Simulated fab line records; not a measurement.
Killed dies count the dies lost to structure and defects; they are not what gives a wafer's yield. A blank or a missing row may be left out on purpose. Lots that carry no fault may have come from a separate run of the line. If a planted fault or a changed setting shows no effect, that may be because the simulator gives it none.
Struck lot and sound lot, side by side / flow sky130 / 22 steps out of a route of 708
Sound: wafers L119.1, L119.2, L119.5. Struck: wafer L127.2. (L127.4 of the same lot was not struck and is left out.) The cause comes at the end.
Each step with rows lists, per side, the tool, then ch with its chambers, then its first start. Under that, the readings that differ: sound wafers / struck wafers / difference of the means / sigmas: that difference in standard deviations of wafers without a fault.
alike: words and numbers the same on both sides, and readings whose means are apart by under 2 such deviations; not compared: readings that were withheld, readings missing a value for some wafer, numbers with overlapping values and no deviation given by the record, and bounds like >300 which may hide the same value.
The two part at a step that has a row with sigmas, a row that says differs or no value, or rows on one side only. When numbers do not overlap yet have no deviation, they are printed without sigmas and do not part them. A reading missing from all wafers of one side parts the sides only when that side holds two or more wafers.

SKY_METAL1_SPUTTER_00: material Ti, target thk 15 nm, time 10 s.
  struck on pvdSputter-04, day 35 00:03; sound on pvdSputter-04, day 32 13:48
  alike: chamberPressurePa, throttleValvePct
SKY_METAL1_SPUTTER_01: material TiN, target thk 20 nm, time 16.7 s.
  struck on pvdSputter-04, day 35 00:05; sound on pvdSputter-04, day 32 13:49
  alike: chamberPressurePa, throttleValvePct
SKY_METAL1_SPUTTER_02: material AlCu, target thk 250 nm, time 13.3 s.
  struck on pvdSputter-04, day 35 00:06; sound on pvdSputter-04, day 32 13:51
  alike: chamberPressurePa, throttleValvePct
SKY_METAL1_SPUTTER_03: material Ti, target thk 5 nm, time 3.3 s.
  struck on pvdSputter-04, day 35 00:08; sound on pvdSputter-04, day 32 13:52
  alike: chamberPressurePa, throttleValvePct
then, 1 step without rows for these wafers: SKY_METAL1_SPUTTER_04 (material TiN, target thk 70 nm, time 58.3 s).
SKY_METAL1_RS_MEAS_05: measures by four-point-probe.
  struck on filmMetro-02, day 35 00:13; sound on filmMetro-04, day 32 13:56
  alike: METAL1_ALCU_RS
SKY_METAL1_THK_MEAS_06: measures by xrf.
  struck on filmMetro-02, day 35 00:19; sound on filmMetro-04, day 32 14:04
reading=METAL1_ALCU_THK (nm); sound=247.5 248.7 248.7; struck=253.5; difference=+5.2; sigmas=+2
then, 5 steps without rows for these wafers: SKY_METAL1_DEHYDRATE_07 (time 60 s); SKY_METAL1_HMDS_08 (prime time 60 s); SKY_METAL1_COAT_09 (resist thk 60 nm); SKY_METAL1_COAT_10 (resist thk 450 nm); SKY_METAL1_SOFTBAKE_11 (time 90 s).
SKY_METAL1_EXPOSE_12: exposes mask MM1, target cd 140 nm.
  sound on krfScanner-01 ch 0, day 33 03:59; struck on krfScanner-01 ch 0, day 35 13:47
  alike: mask
then, 2 steps without rows for these wafers: SKY_METAL1_PEB_13; SKY_METAL1_DEVELOP_14 (develop time 60 s).
SKY_METAL1_CD_MEAS_15: the cd target is 140 nm.
  struck on cdSem-01, day 36 02:37; sound on cdSem-01, day 33 17:06
reading=cdNm (nm); sound=140.5 141.2 141.2; struck=90.4; difference=-50.6; sigmas=-30
  not compared: hold
SKY_METAL1_OVL_MEAS_16:
  struck on overlay-02, day 36 05:24; sound on overlay-02, day 33 17:13
reading=hold; sound=- - -; struck=awaitDispo/2.7h/release; difference=no value on the sound wafers; sigmas=
  alike: METAL1_OVL
SKY_METAL1_DESCUM_17: chemistry O2, time 8 s.
  sound on rieMetal-01 ch 0,1, day 33 17:15; struck on rieMetal-02 ch 1, day 36 05:26
reading=model.METAL1.cdNm (nm); sound=139.9 141.6 141.1; struck=90.42; difference=-50.45; sigmas=
  alike: drypumpMotorCurrentA, oesProductAu
  not compared: rfHoursCounterH
SKY_METAL1_ETCH_18: etches BARC in N2/H2, stops on SiO2, time 45.9 s, target depth 60 nm.
  sound on rieMetal-01 ch 0,1, day 33 17:17; struck on rieMetal-02 ch 1, day 36 05:31
reading=drypumpMotorCurrentA (A); sound=5.0 4.8 4.8; struck=6.4; difference=+1.5; sigmas=+2
  alike: oesProductAu, throttleValvePct
  not compared: rfHoursCounterH
SKY_METAL1_METAL_ETCH_19: etches the open film in Cl2/BCl3, stops on SiO2, target depth 360 nm, time 78 s.
  sound on rieMetal-01 ch 0,1, day 33 17:21; struck on rieMetal-02 ch 1, day 36 05:39
reading=drypumpMotorCurrentA (A); sound=5.0 4.8 4.8; struck=6.4; difference=+1.5; sigmas=+2
reading=model.METAL1.cdNm (nm); sound=138 142 142.4; struck=86.63; difference=-54.17; sigmas=
  alike: oesProductAu, throttleValvePct
  not compared: rfHoursCounterH
then, 1 step without rows for these wafers: SKY_METAL1_STRIP_20 (strips in O2/N2).
-- the record jumps here: 12 days lie between the struck wafers' starts before and after (it left off in module METAL1 and takes up again in module PAD_OPEN, whose first step shown is number 708 of the route) --
SKY_PAD_OPEN_PROBE_99:
  struck on prober-01, day 48 07:36; sound on prober-01, day 46 09:52
reading=defectLimitedYield (%); sound=83.3 83.3 80.1; struck=0; difference=-82; sigmas=-41
reading=killed_at_M0_to_M3; sound=45 51 45; struck=449; difference=+402; sigmas=+55
reading=killedDies; sound=82 82 98; struck=492; difference=+405; sigmas=+40
reading=killedOnRim; sound=20 18 18; struck=96; difference=+77; sigmas=+20
reading=sort_bin_5_function (%); sound=9.8 10.0 11.8; struck=91.5; difference=+81.0; sigmas=+54
reading=sortNPass; sound=410 410 394; struck=0; difference=-405; sigmas=-40
reading=sortYieldPct (%); sound=83.3 83.3 80.1; struck=0; difference=-82; sigmas=-41
  alike: killed_at_M4_up, killedAtContacts, killedAtFrontEnd, killedAtOther, killedOpen, killedShort, sort_bin_3_pad_short, sort_bin_6_memory
  not compared: hold

== WHERE THEY PART ==
First at SKY_METAL1_THK_MEAS_06; last, within this record, at SKY_PAD_OPEN_PROBE_99.

WHY: the cause the simulator had injected
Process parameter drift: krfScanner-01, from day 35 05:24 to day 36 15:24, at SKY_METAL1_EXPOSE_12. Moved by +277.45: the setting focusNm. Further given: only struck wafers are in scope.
